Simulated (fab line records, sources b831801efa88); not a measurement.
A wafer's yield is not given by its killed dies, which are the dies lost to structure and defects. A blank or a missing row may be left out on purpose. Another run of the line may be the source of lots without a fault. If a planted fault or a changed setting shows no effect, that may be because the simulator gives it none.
fab line records / flow sky130
[record] lots = 6 wafers = 18 last-day = 50
route steps=708 shown LDD_N@246 LDD_P@255 PAD_OPEN@708
lots that met no fault: taken from a fault-free run of the same line
start-h: start of the lot's first displayed wafer, in hours after the record's first day / wait-h: hours from the lot's prior step to this one / " same as the row above / L1.1+2: one row covering several wafers at once / - no value, or no start was given / * or withheld: withheld / < > ~ a bound
route shown NAME@n: names a module that has steps shown in the file, with the first one's number in the route / usual: mean/standard deviation of fault-free wafers / same: alike in all rows / chamber/n: place in a boat / sites: readings site by site / _std_site: the values' standard deviation / _edge_site: outer sites' mean less inner sites' / radius-mm: for every site, how far away it sits from the centre of the wafer / mask NAME#n: copy n / behind: the tool/chamber that last shaped the wafer / hold: reason for holding the lot/hours on hold/outcome of the hold / device: which transistor (n, p or np) failed to switch / end of line: the same wafers' tests at the end of the route / step lacking rows: just its recipe / killed: count of dies lost to structure and defects at first sort (not the wafer's yield) / map: a wafer's dies, marking killed ones x, the rest . and places with no die _
set.NAME: the setting that was run; set.NAME@STEP: the one run at that earlier step / model.NAME: the simulator's own value behind a step, which no gauge read
lots at some steps of the route; a table a step, a row a wafer
services: a tool's chamber out of use, with start hour (start-h, from the record's first day; less than 0 if before it), hours out, and reason
[[steps]]
[step SKY_LDD_N_IMPLANT_09]
[recipe] species = As energy-kev = 20 dose-cm2 = 7.5e+13 tilt-deg = withheld rotation-deg = 113
[step SKY_LDD_N_IMPLANT_10]
[recipe] species = As energy-kev = 20 dose-cm2 = 7.5e+13 tilt-deg = withheld rotation-deg = 203
[step SKY_LDD_N_IMPLANT_11]
[recipe] species = As energy-kev = 20 dose-cm2 = 7.5e+13 tilt-deg = withheld rotation-deg = 293
[step SKY_LDD_N_IMPLANT_12]
[recipe] species = BF2 energy-kev = 50 dose-cm2 = 5e+12 tilt-deg = 30 rotation-deg = 0
[step SKY_LDD_N_IMPLANT_13]
[recipe] species = BF2 energy-kev = 50 dose-cm2 = 5e+12 tilt-deg = 30 rotation-deg = 90
[step SKY_LDD_N_IMPLANT_14]
[recipe] species = BF2 energy-kev = 50 dose-cm2 = 5e+12 tilt-deg = 30 rotation-deg = 180
[step SKY_LDD_N_IMPLANT_15]
[recipe] species = BF2 energy-kev = 50 dose-cm2 = 5e+12 tilt-deg = 30 rotation-deg = 270
[step SKY_LDD_N_STRIP_16]
[recipe] chemistry = O2/N2 power-w = 1400 pressure-mtorr = 1500 platen-temp-c = withheld o2-flow-sccm = 3000 n2-flow-sccm = 300 overash-fraction = 0.5
[usual] chamber-pressure-mTorr = 1499.9/1.4 drypump-motor-current-A = 5.55/0.24 n2-flow-sccm = 300.1/0.98 o2-flow-sccm = 2999/9 oes-product-au = 0.407/0.0048 strip-time-to-endpoint-s = 4.316/0.014
lot.wafer=L616.2 tool=plasma-asher-03 chamber=1 start-h=405.82 wait-h=0.1 chamber-pressure-mTorr=1498.4 drypump-motor-current-A=5.95 n2-flow-sccm=299.5 o2-flow-sccm=3010 oes-product-au=0.417 rf-hours-counter-h=62 strip-time-to-endpoint-s=4.347
lot.wafer=L616.3 tool=plasma-asher-03 chamber=0 start-h=405.82 wait-h=0.1 chamber-pressure-mTorr=1499.0 drypump-motor-current-A=5.42 n2-flow-sccm=300.0 o2-flow-sccm=2997 oes-product-au=0.407 rf-hours-counter-h=- strip-time-to-endpoint-s=4.313
lot.wafer=L616.4 tool=plasma-asher-03 chamber=1 start-h=405.82 wait-h=0.1 chamber-pressure-mTorr=1499.7 drypump-motor-current-A=5.95 n2-flow-sccm=299.9 o2-flow-sccm=3003 oes-product-au=0.404 rf-hours-counter-h=- strip-time-to-endpoint-s=4.325
lot.wafer=L628.1 tool=plasma-asher-01 chamber=0 start-h=527.12 wait-h=0.1 chamber-pressure-mTorr=1500.4 drypump-motor-current-A=5.47 n2-flow-sccm=300.2 o2-flow-sccm=3000 oes-product-au=0.408 rf-hours-counter-h=10 strip-time-to-endpoint-s=4.306
lot.wafer=L628.5 tool=plasma-asher-01 chamber=1 start-h=527.12 wait-h=0.1 chamber-pressure-mTorr=1502.7 drypump-motor-current-A=5.25 n2-flow-sccm=299.3 o2-flow-sccm=2993 oes-product-au=0.408 rf-hours-counter-h=- strip-time-to-endpoint-s=4.305
lot.wafer=L628.6 tool=plasma-asher-01 chamber=0 start-h=527.12 wait-h=0.1 chamber-pressure-mTorr=1498.7 drypump-motor-current-A=5.47 n2-flow-sccm=300.8 o2-flow-sccm=3010 oes-product-au=0.408 rf-hours-counter-h=- strip-time-to-endpoint-s=4.319
lot.wafer=L633.1 tool=plasma-asher-03 chamber=1 start-h=567.74 wait-h=0.1 chamber-pressure-mTorr=1500.9 drypump-motor-current-A=5.96 n2-flow-sccm=301.1 o2-flow-sccm=2990 oes-product-au=0.411 rf-hours-counter-h=78 strip-time-to-endpoint-s=4.318
lot.wafer=L633.5 tool=plasma-asher-03 chamber=1 start-h=567.74 wait-h=0.1 chamber-pressure-mTorr=1500.2 drypump-motor-current-A=5.96 n2-flow-sccm=299.9 o2-flow-sccm=2984 oes-product-au=0.407 rf-hours-counter-h=- strip-time-to-endpoint-s=4.323
lot.wafer=L633.6 tool=plasma-asher-03 chamber=0 start-h=567.74 wait-h=0.1 chamber-pressure-mTorr=1498.3 drypump-motor-current-A=5.41 n2-flow-sccm=300.5 o2-flow-sccm=3004 oes-product-au=0.397 rf-hours-counter-h=- strip-time-to-endpoint-s=4.320
lot.wafer=L635.1 tool=plasma-asher-03 chamber=1 start-h=578.89 wait-h=0.1 chamber-pressure-mTorr=1501.7 drypump-motor-current-A=5.95 n2-flow-sccm=300.2 o2-flow-sccm=3000 oes-product-au=0.410 rf-hours-counter-h=79 strip-time-to-endpoint-s=4.288
lot.wafer=L635.3 tool=plasma-asher-03 chamber=0 start-h=578.89 wait-h=0.1 chamber-pressure-mTorr=1500.2 drypump-motor-current-A=5.44 n2-flow-sccm=299.0 o2-flow-sccm=3004 oes-product-au=0.421 rf-hours-counter-h=- strip-time-to-endpoint-s=4.322
lot.wafer=L635.4 tool=plasma-asher-03 chamber=1 start-h=578.89 wait-h=0.1 chamber-pressure-mTorr=1501.6 drypump-motor-current-A=5.95 n2-flow-sccm=301.5 o2-flow-sccm=3002 oes-product-au=0.407 rf-hours-counter-h=- strip-time-to-endpoint-s=4.308
lot.wafer=L637.2 tool=plasma-asher-01 chamber=0 start-h=591.12 wait-h=0.1 chamber-pressure-mTorr=1499.0 drypump-motor-current-A=5.45 n2-flow-sccm=299.3 o2-flow-sccm=3007 oes-product-au=0.407 rf-hours-counter-h=17 strip-time-to-endpoint-s=4.328
lot.wafer=L637.3 tool=plasma-asher-01 chamber=1 start-h=591.12 wait-h=0.1 chamber-pressure-mTorr=1501.8 drypump-motor-current-A=5.27 n2-flow-sccm=301.4 o2-flow-sccm=2998 oes-product-au=0.404 rf-hours-counter-h=- strip-time-to-endpoint-s=4.326
lot.wafer=L637.6 tool=plasma-asher-01 chamber=0 start-h=591.12 wait-h=0.1 chamber-pressure-mTorr=1498.4 drypump-motor-current-A=5.47 n2-flow-sccm=301.1 o2-flow-sccm=3024 oes-product-au=0.405 rf-hours-counter-h=- strip-time-to-endpoint-s=4.330
lot.wafer=L639.1 tool=plasma-asher-04 chamber=0 start-h=609.63 wait-h=0.1 chamber-pressure-mTorr=1496.7 drypump-motor-current-A=5.70 n2-flow-sccm=301.1 o2-flow-sccm=3005 oes-product-au=0.408 rf-hours-counter-h=89 strip-time-to-endpoint-s=4.327
lot.wafer=L639.2 tool=plasma-asher-04 chamber=1 start-h=609.63 wait-h=0.1 chamber-pressure-mTorr=1499.1 drypump-motor-current-A=5.35 n2-flow-sccm=299.9 o2-flow-sccm=3015 oes-product-au=0.409 rf-hours-counter-h=89 strip-time-to-endpoint-s=4.320
lot.wafer=L639.4 tool=plasma-asher-04 chamber=0 start-h=609.63 wait-h=0.1 chamber-pressure-mTorr=1499.2 drypump-motor-current-A=5.70 n2-flow-sccm=300.5 o2-flow-sccm=2997 oes-product-au=0.402 rf-hours-counter-h=- strip-time-to-endpoint-s=4.313
[step SKY_LDD_N_TW_MEAS_17]
[usual] LDD_N_TW = 2581/14
lot.wafer=L616.2 tool=film-metro-03 chamber=- start-h=405.93 wait-h=0.1 LDD_N_TW=2579
lot.wafer=L616.3 tool=film-metro-03 chamber=- start-h=405.93 wait-h=0.1 LDD_N_TW=2559
lot.wafer=L616.4 tool=film-metro-03 chamber=- start-h=405.93 wait-h=0.1 LDD_N_TW=2578
lot.wafer=L628.1 tool=film-metro-04 chamber=- start-h=527.22 wait-h=0.1 LDD_N_TW=2599
lot.wafer=L628.5 tool=film-metro-04 chamber=- start-h=527.22 wait-h=0.1 LDD_N_TW=2610
lot.wafer=L628.6 tool=film-metro-04 chamber=- start-h=527.22 wait-h=0.1 LDD_N_TW=2605
lot.wafer=L633.1 tool=film-metro-04 chamber=- start-h=567.84 wait-h=0.1 LDD_N_TW=2588
lot.wafer=L633.5 tool=film-metro-04 chamber=- start-h=567.84 wait-h=0.1 LDD_N_TW=2584
lot.wafer=L633.6 tool=film-metro-04 chamber=- start-h=567.84 wait-h=0.1 LDD_N_TW=2593
lot.wafer=L635.1 tool=film-metro-04 chamber=- start-h=578.99 wait-h=0.1 LDD_N_TW=2575
lot.wafer=L635.3 tool=film-metro-04 chamber=- start-h=578.99 wait-h=0.1 LDD_N_TW=2573
lot.wafer=L635.4 tool=film-metro-04 chamber=- start-h=578.99 wait-h=0.1 LDD_N_TW=2587
lot.wafer=L637.2 tool=film-metro-04 chamber=- start-h=591.23 wait-h=0.1 LDD_N_TW=2584
lot.wafer=L637.3 tool=film-metro-04 chamber=- start-h=591.23 wait-h=0.1 LDD_N_TW=2581
lot.wafer=L637.6 tool=film-metro-04 chamber=- start-h=591.23 wait-h=0.1 LDD_N_TW=2588
lot.wafer=L639.1 tool=film-metro-04 chamber=- start-h=609.73 wait-h=0.1 LDD_N_TW=2592
lot.wafer=L639.2 tool=film-metro-04 chamber=- start-h=609.73 wait-h=0.1 LDD_N_TW=2593
lot.wafer=L639.4 tool=film-metro-04 chamber=- start-h=609.73 wait-h=0.1 LDD_N_TW=2592
[step SKY_LDD_P_DEHYDRATE_00]
[recipe] temp-c = 200 time-s = 60
[step SKY_LDD_P_HMDS_01]
[recipe] prime-time-s = 60 prime-temp-c = 120
[step SKY_LDD_P_COAT_02]
[recipe] resist = NOVOLAK spin-rpm = 3000 resist-thk-nm = 1140
[step SKY_LDD_P_SOFTBAKE_03]
[recipe] temp-c = 90 time-s = 60 resist = NOVOLAK
[usual] exhaust-pa = 45.1/0.96 heater-power-total-W = 56.60/0.044 plate-temp-C = 89.99/0.13
lot.wafer=L616.2 tool=litho-track-04 chamber=0 start-h=420.51 wait-h=0.1 exhaust-pa=43.9 heater-power-total-W=56.65 plate-temp-C=90.14 model.NOVOLAK_of_LDD_P_COAT_02.thk-nm=1138
lot.wafer=L616.3 tool=litho-track-04 chamber=0 start-h=420.51 wait-h=0.1 exhaust-pa=43.6 heater-power-total-W=56.61 plate-temp-C=90.11 model.NOVOLAK_of_LDD_P_COAT_02.thk-nm=1134
lot.wafer=L616.4 tool=litho-track-04 chamber=0 start-h=420.51 wait-h=0.1 exhaust-pa=43.9 heater-power-total-W=56.62 plate-temp-C=90.03 model.NOVOLAK_of_LDD_P_COAT_02.thk-nm=1130
lot.wafer=L628.1 tool=litho-track-02 chamber=0 start-h=542.40 wait-h=0.1 exhaust-pa=45.6 heater-power-total-W=56.56 plate-temp-C=89.99 model.NOVOLAK_of_LDD_P_COAT_02.thk-nm=1141
lot.wafer=L628.5 tool=litho-track-02 chamber=0 start-h=542.40 wait-h=0.1 exhaust-pa=44.1 heater-power-total-W=56.60 plate-temp-C=89.82 model.NOVOLAK_of_LDD_P_COAT_02.thk-nm=1143
lot.wafer=L628.6 tool=litho-track-02 chamber=0 start-h=542.40 wait-h=0.1 exhaust-pa=45.4 heater-power-total-W=56.59 plate-temp-C=90.08 model.NOVOLAK_of_LDD_P_COAT_02.thk-nm=1139
lot.wafer=L633.1 tool=litho-track-02 chamber=0 start-h=582.85 wait-h=0.1 exhaust-pa=46.2 heater-power-total-W=59.38 plate-temp-C=92.95 model.NOVOLAK_of_LDD_P_COAT_02.thk-nm=1134
lot.wafer=L633.5 tool=litho-track-02 chamber=0 start-h=582.85 wait-h=0.1 exhaust-pa=46.2 heater-power-total-W=59.30 plate-temp-C=92.96 model.NOVOLAK_of_LDD_P_COAT_02.thk-nm=1134
lot.wafer=L633.6 tool=litho-track-02 chamber=0 start-h=582.85 wait-h=0.1 exhaust-pa=45.4 heater-power-total-W=59.38 plate-temp-C=93.17 model.NOVOLAK_of_LDD_P_COAT_02.thk-nm=1135
lot.wafer=L635.1 tool=litho-track-02 chamber=0 start-h=593.50 wait-h=0.1 exhaust-pa=42.8 heater-power-total-W=59.32 plate-temp-C=93.20 model.NOVOLAK_of_LDD_P_COAT_02.thk-nm=1132
lot.wafer=L635.3 tool=litho-track-02 chamber=0 start-h=593.50 wait-h=0.1 exhaust-pa=42.8 heater-power-total-W=59.36 plate-temp-C=93.15 model.NOVOLAK_of_LDD_P_COAT_02.thk-nm=1132
lot.wafer=L635.4 tool=litho-track-02 chamber=0 start-h=593.50 wait-h=0.1 exhaust-pa=43.9 heater-power-total-W=59.30 plate-temp-C=93.09 model.NOVOLAK_of_LDD_P_COAT_02.thk-nm=1130
lot.wafer=L637.2 tool=litho-track-04 chamber=0 start-h=605.96 wait-h=0.1 exhaust-pa=45.2 heater-power-total-W=56.63 plate-temp-C=89.91 model.NOVOLAK_of_LDD_P_COAT_02.thk-nm=1141
lot.wafer=L637.3 tool=litho-track-04 chamber=0 start-h=605.96 wait-h=0.1 exhaust-pa=45.4 heater-power-total-W=56.62 plate-temp-C=90.00 model.NOVOLAK_of_LDD_P_COAT_02.thk-nm=1142
lot.wafer=L637.6 tool=litho-track-04 chamber=0 start-h=605.96 wait-h=0.1 exhaust-pa=45.2 heater-power-total-W=56.53 plate-temp-C=89.93 model.NOVOLAK_of_LDD_P_COAT_02.thk-nm=1142
lot.wafer=L639.1 tool=litho-track-04 chamber=0 start-h=624.13 wait-h=0.1 exhaust-pa=45.4 heater-power-total-W=56.65 plate-temp-C=89.93 model.NOVOLAK_of_LDD_P_COAT_02.thk-nm=1140
lot.wafer=L639.2 tool=litho-track-04 chamber=0 start-h=624.13 wait-h=0.1 exhaust-pa=45.9 heater-power-total-W=56.60 plate-temp-C=89.99 model.NOVOLAK_of_LDD_P_COAT_02.thk-nm=1139
lot.wafer=L639.4 tool=litho-track-04 chamber=0 start-h=624.13 wait-h=0.1 exhaust-pa=45.6 heater-power-total-W=56.59 plate-temp-C=89.89 model.NOVOLAK_of_LDD_P_COAT_02.thk-nm=1138
[step SKY_LDD_P_EXPOSE_04]
[recipe] mask-id = PSDM na = 0.6 source-shape = conventional sigma-outer = 0.6 polarization = unpolarized target-cd-nm = 380 dose-mj = 138
[step SKY_LDD_P_PEB_05]
[recipe] temp-c = withheld time-s = * resist = NOVOLAK
[step SKY_LDD_P_DEVELOP_06]
[recipe] resist = NOVOLAK developer = TMAH develop-time-s = 60 dev-temp-c = 23
[usual] exhaust-pa = 44.9/1
lot.wafer=L616.2 tool=litho-track-02 chamber=0 start-h=435.48 wait-h=0.1 exhaust-pa=44.2 model.NOVOLAK_of_LDD_P_COAT_02.thk-nm=1137
lot.wafer=L616.3 tool=litho-track-02 chamber=0 start-h=435.48 wait-h=0.1 exhaust-pa=46.9 model.NOVOLAK_of_LDD_P_COAT_02.thk-nm=1134
lot.wafer=L616.4 tool=litho-track-02 chamber=0 start-h=435.48 wait-h=0.1 exhaust-pa=45.1 model.NOVOLAK_of_LDD_P_COAT_02.thk-nm=1130
lot.wafer=L628.1 tool=litho-track-02 chamber=0 start-h=556.95 wait-h=0.1 exhaust-pa=45.2 model.NOVOLAK_of_LDD_P_COAT_02.thk-nm=1140
lot.wafer=L628.5 tool=litho-track-02 chamber=0 start-h=556.95 wait-h=0.1 exhaust-pa=45.3 model.NOVOLAK_of_LDD_P_COAT_02.thk-nm=1143
lot.wafer=L628.6 tool=litho-track-02 chamber=0 start-h=556.95 wait-h=0.1 exhaust-pa=43.3 model.NOVOLAK_of_LDD_P_COAT_02.thk-nm=1139
lot.wafer=L633.1 tool=litho-track-03 chamber=0 start-h=596.70 wait-h=0.1 exhaust-pa=44.6 model.NOVOLAK_of_LDD_P_COAT_02.thk-nm=1134
lot.wafer=L633.5 tool=litho-track-03 chamber=0 start-h=596.70 wait-h=0.1 exhaust-pa=45.7 model.NOVOLAK_of_LDD_P_COAT_02.thk-nm=1134
lot.wafer=L633.6 tool=litho-track-03 chamber=0 start-h=596.70 wait-h=0.1 exhaust-pa=43.9 model.NOVOLAK_of_LDD_P_COAT_02.thk-nm=1134
lot.wafer=L635.1 tool=litho-track-02 chamber=0 start-h=608.30 wait-h=0.1 exhaust-pa=44.1 model.NOVOLAK_of_LDD_P_COAT_02.thk-nm=1131
lot.wafer=L635.3 tool=litho-track-02 chamber=0 start-h=608.30 wait-h=0.1 exhaust-pa=44.8 model.NOVOLAK_of_LDD_P_COAT_02.thk-nm=1131
lot.wafer=L635.4 tool=litho-track-02 chamber=0 start-h=608.30 wait-h=0.1 exhaust-pa=44.7 model.NOVOLAK_of_LDD_P_COAT_02.thk-nm=1130
lot.wafer=L637.2 tool=litho-track-02 chamber=0 start-h=620.18 wait-h=0.1 exhaust-pa=43.8 model.NOVOLAK_of_LDD_P_COAT_02.thk-nm=1141
lot.wafer=L637.3 tool=litho-track-02 chamber=0 start-h=620.18 wait-h=0.1 exhaust-pa=45.6 model.NOVOLAK_of_LDD_P_COAT_02.thk-nm=1141
lot.wafer=L637.6 tool=litho-track-02 chamber=0 start-h=620.18 wait-h=0.1 exhaust-pa=43.1 model.NOVOLAK_of_LDD_P_COAT_02.thk-nm=1142
lot.wafer=L639.1 tool=litho-track-02 chamber=0 start-h=638.70 wait-h=0.1 exhaust-pa=44.6 model.NOVOLAK_of_LDD_P_COAT_02.thk-nm=1140
lot.wafer=L639.2 tool=litho-track-02 chamber=0 start-h=638.70 wait-h=0.1 exhaust-pa=45.0 model.NOVOLAK_of_LDD_P_COAT_02.thk-nm=1138
lot.wafer=L639.4 tool=litho-track-02 chamber=0 start-h=638.70 wait-h=0.1 exhaust-pa=45.6 model.NOVOLAK_of_LDD_P_COAT_02.thk-nm=1138
[step SKY_LDD_P_CD_MEAS_07]
[recipe] target-cd-nm = 380
[usual] cd-nm = 379.8/2
lot.wafer=L616.2 tool=cd-sem-02 chamber=- start-h=435.62 wait-h=0.1 cd-nm=379.7
lot.wafer=L616.3 tool=cd-sem-02 chamber=- start-h=435.62 wait-h=0.1 cd-nm=381.5
lot.wafer=L616.4 tool=cd-sem-02 chamber=- start-h=435.62 wait-h=0.1 cd-nm=381.3
lot.wafer=L628.1 tool=cd-sem-02 chamber=- start-h=557.10 wait-h=0.1 cd-nm=378.0
lot.wafer=L628.5 tool=cd-sem-02 chamber=- start-h=557.10 wait-h=0.1 cd-nm=377.2
lot.wafer=L628.6 tool=cd-sem-02 chamber=- start-h=557.10 wait-h=0.1 cd-nm=376.6
lot.wafer=L633.1 tool=cd-sem-02 chamber=- start-h=596.85 wait-h=0.1 cd-nm=379.4
lot.wafer=L633.5 tool=cd-sem-02 chamber=- start-h=596.85 wait-h=0.1 cd-nm=377.1
lot.wafer=L633.6 tool=cd-sem-02 chamber=- start-h=596.85 wait-h=0.1 cd-nm=377.6
lot.wafer=L635.1 tool=cd-sem-01 chamber=- start-h=608.45 wait-h=0.1 cd-nm=383.3
lot.wafer=L635.3 tool=cd-sem-01 chamber=- start-h=608.45 wait-h=0.1 cd-nm=380.2
lot.wafer=L635.4 tool=cd-sem-01 chamber=- start-h=608.45 wait-h=0.1 cd-nm=380.4
lot.wafer=L637.2 tool=cd-sem-02 chamber=- start-h=620.32 wait-h=0.1 cd-nm=381.9
lot.wafer=L637.3 tool=cd-sem-02 chamber=- start-h=620.32 wait-h=0.1 cd-nm=379.5
lot.wafer=L637.6 tool=cd-sem-02 chamber=- start-h=620.32 wait-h=0.1 cd-nm=380.8
lot.wafer=L639.1 tool=cd-sem-02 chamber=- start-h=638.85 wait-h=0.1 cd-nm=380.4
lot.wafer=L639.2 tool=cd-sem-02 chamber=- start-h=638.85 wait-h=0.1 cd-nm=378.1
lot.wafer=L639.4 tool=cd-sem-02 chamber=- start-h=638.85 wait-h=0.1 cd-nm=380.7
[step SKY_PAD_OPEN_PROBE_99]
[usual] killed_at_M0_to_M3 = 44/6.9 killed_at_M4_up = 3.2/1.8 killed-at-contacts = 23/5.2 killed-at-front-end = 15/4.5 killed-at-other = 0.3/0.56 killed-dies = 85/8.8 killed-open = 47/6.7 killed-short = 39/6.4
[same] gross-dies = 492 killed-at-back-side = 0
lot.wafer=L633.1 tool=prober-02 chamber=- start-h=1180.37 wait-h=0.1 killed_at_M0_to_M3=41 killed_at_M4_up=3 killed-at-contacts=25 killed-at-front-end=14 killed-at-other=1 killed-dies=84 killed-open=46 killed-short=38
lot.wafer=L633.5 tool=prober-02 chamber=- start-h=1180.57 wait-h=0.2 killed_at_M0_to_M3=48 killed_at_M4_up=6 killed-at-contacts=23 killed-at-front-end=18 killed-at-other=0 killed-dies=95 killed-open=52 killed-short=43
lot.wafer=L633.6 tool=prober-02 chamber=- start-h=1180.62 wait-h=0.2 killed_at_M0_to_M3=36 killed_at_M4_up=5 killed-at-contacts=27 killed-at-front-end=22 killed-at-other=0 killed-dies=90 killed-open=49 killed-short=41
// killed by level:class
L633.1 VIA2:geometric-particle:open=11 METAL1:geometric-particle:short=7 VIA1:geometric-particle:open=7 LI_CONTACT:geometric-particle:open=6 FIELD_ISO:geometric-particle:open=5 VIA2:geometric-particle:short=5 LI_CONTACT:geometric-particle:short=5 CONTACT:geometric-particle:short=5
L633.5 VIA1:geometric-particle:open=11 VIA2:geometric-particle:open=10 FIELD_ISO:geometric-particle:short=8 VIA3:geometric-particle:open=8 CONTACT:geometric-particle:open=7 LI_CONTACT:geometric-particle:open=6 METAL1:geometric-particle:short=6 METAL2:geometric-particle:short=6
L633.6 POLY_GATE:geometric-particle:open=9 LI_CONTACT:geometric-particle:open=8 CONTACT:geometric-particle:open=7 VIA2:geometric-particle:open=6 FIELD_ISO:geometric-particle:short=5 CONTACT:geometric-particle:short=5 METAL1:geometric-particle:short=5 METAL2:geometric-particle:short=5
[[services]]
tool=plasma-asher-01 chamber=- start-h=421.25 hours=9.0 kind=pm
tool=plasma-asher-01 chamber=0 start-h=421.25 hours=10.6 kind=vent-cycle
tool=plasma-asher-01 chamber=1 start-h=421.25 hours=10.6 kind=vent-cycle
tool=plasma-asher-01 chamber=- start-h=429.01 hours=2.8 kind=repair
tool=plasma-asher-01 chamber=0 start-h=430.25 hours=- kind=clean
tool=plasma-asher-01 chamber=1 start-h=430.25 hours=- kind=clean
[[key]]
[first-sign] step = SKY_LDD_P_SOFTBAKE_03 reading = heater-power-total-W direction = up sigmas = 62 usual = * struck = *
[effect] step = SKY_LDD_P_SOFTBAKE_03 reading = plate-temp-C direction = up sigmas = 24 usual = * struck = *
[model-effect] step = SKY_LDD_P_SOFTBAKE_03 value = NOVOLAK_of_LDD_P_COAT_02.thk-nm without = 1142 struck = 1133
[model-effect] step = SKY_LDD_P_DEVELOP_06 value = NOVOLAK_of_LDD_P_COAT_02.thk-nm without = 1142 struck = 1132
met-at SKY_LDD_P_SOFTBAKE_03
struck-wafers L633.1,L633.5,L633.6,L635.1,L635.3,L635.4
tester-left-out L633,L635
onset-between 542.40 582.85
[fault] kind = process-parameter-drift tool = litho-track-02 chamber = - onset-h = 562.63 steps = SKY_LDD_P_SOFTBAKE_03 channel = temp-c offset = * shape = step end-h = 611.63 acts-in = * stated = *
// tester-left-out: of these lots the tester's yield and bins aren't shown, on N5 and GAA mostly nor the transistor test; their killed dies are dies lost to structure and defects alone, not to doping, threshold or leakage, so they don't give the yield
